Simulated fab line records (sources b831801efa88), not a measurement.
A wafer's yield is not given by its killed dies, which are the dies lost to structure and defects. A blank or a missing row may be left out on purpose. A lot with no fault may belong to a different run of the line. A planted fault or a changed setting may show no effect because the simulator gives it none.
A lot that was struck, set against a sound lot / flow sky130 / 15 steps out of a route of 708
Sound: wafers L734.1, L734.2, L734.6. The struck wafers were L748.1, L748.2, L748.5. At the end, the cause is stated.
For every step that has rows: the tool of each side, followed by ch and its chambers, followed by its first start. Under that, the readings that differ: sound wafers / struck wafers / difference of the means / sigmas: that difference in standard deviations of wafers without a fault.
alike: words and numbers the same on both sides, and readings whose means are apart by under 2 such deviations; not compared: readings that were withheld, readings missing a value for some wafer, numbers with overlapping values and no deviation given by the record, and bounds like >300 which may hide the same value.
A row with sigmas, a row that says differs or no value, or rows on one side alone: a step with any of these is where the two part. Numbers that don't overlap but have no deviation are shown without sigmas and don't part them. A reading that every wafer of one side lacks parts them only if that side has two wafers or more.

first, 2 steps without rows for these wafers: SKY_DNWELL_DEVELOP_06 (develop time 60 s); SKY_DNWELL_IMPLANT_07.
SKY_DNWELL_STRIP_08: strips in O2/N2.
  sound on plasmaAsher-04 ch 0,1, day 3 03:03; struck on plasmaAsher-01 ch 0,1, day 6 05:33
  alike: drypumpMotorCurrentA, o2FlowSccm, oesProductAu, stripTimeToEndpointS
  not compared: rfHoursCounterH
SKY_DNWELL_TW_MEAS_09:
  sound on filmMetro-03 at day 3 03:09; struck on filmMetro-04 at day 6 05:39
reading=DNWELL_TW; sound=1106 1101 1103; struck=1134 1135 1134; difference=+31; sigmas=+3
then, 7 steps without rows for these wafers: SKY_PWDE_DEHYDRATE_00 (time 60 s); SKY_PWDE_HMDS_01 (prime time 60 s); SKY_PWDE_COAT_02 (resist thk 3000 nm); SKY_PWDE_SOFTBAKE_03; SKY_PWDE_EXPOSE_04 (exposes mask PWDEM, target cd 840 nm); SKY_PWDE_PEB_05; SKY_PWDE_DEVELOP_06 (develop time 60 s).
SKY_PWDE_OVL_MEAS_07:
  sound on overlay-02 at day 3 19:21; struck on overlay-02 at day 7 00:44
  alike: PWDE_OVL
SKY_PWDE_IMPLANT_08:
  sound on implanter-04 ch 0, day 3 19:23; struck on implanter-04 ch 0, day 7 00:46
reading=beamEnergyKeV; sound=150.01 149.94 150.02; struck=147.30 147.36 147.31; difference=-2.67; sigmas=-65
reading=model.implant.drpNm (nm); sound=97.97 97.97 97.97; struck=97.31 97.31 97.31; difference=-0.66; sigmas=
  alike: faradayCurrentUA
SKY_PWDE_STRIP_09: strips in O2/N2.
  sound on plasmaAsher-02 ch 0,1, day 3 19:32; struck on plasmaAsher-02 ch 0,1, day 7 00:55
reading=o2FlowSccm (sccm); sound=2991 2992 2991; struck=3012 3017 3001; difference=+19; sigmas=+2
reading=stripTimeToEndpointS (s); sound=36.99 37.03 36.99; struck=36.89 36.76 36.76; difference=-0.20; sigmas=-2
  alike: drypumpMotorCurrentA, oesProductAu
  not compared: rfHoursCounterH
SKY_PAD_OPEN_PROBE_99:
  sound wafers here have rows in the record (prober-02, day 45 19:40); struck ones have none

## WHERE THEY PART
At SKY_DNWELL_TW_MEAS_09 first; at SKY_PAD_OPEN_PROBE_99 last (within this record only).

WHY: the cause the simulator had injected
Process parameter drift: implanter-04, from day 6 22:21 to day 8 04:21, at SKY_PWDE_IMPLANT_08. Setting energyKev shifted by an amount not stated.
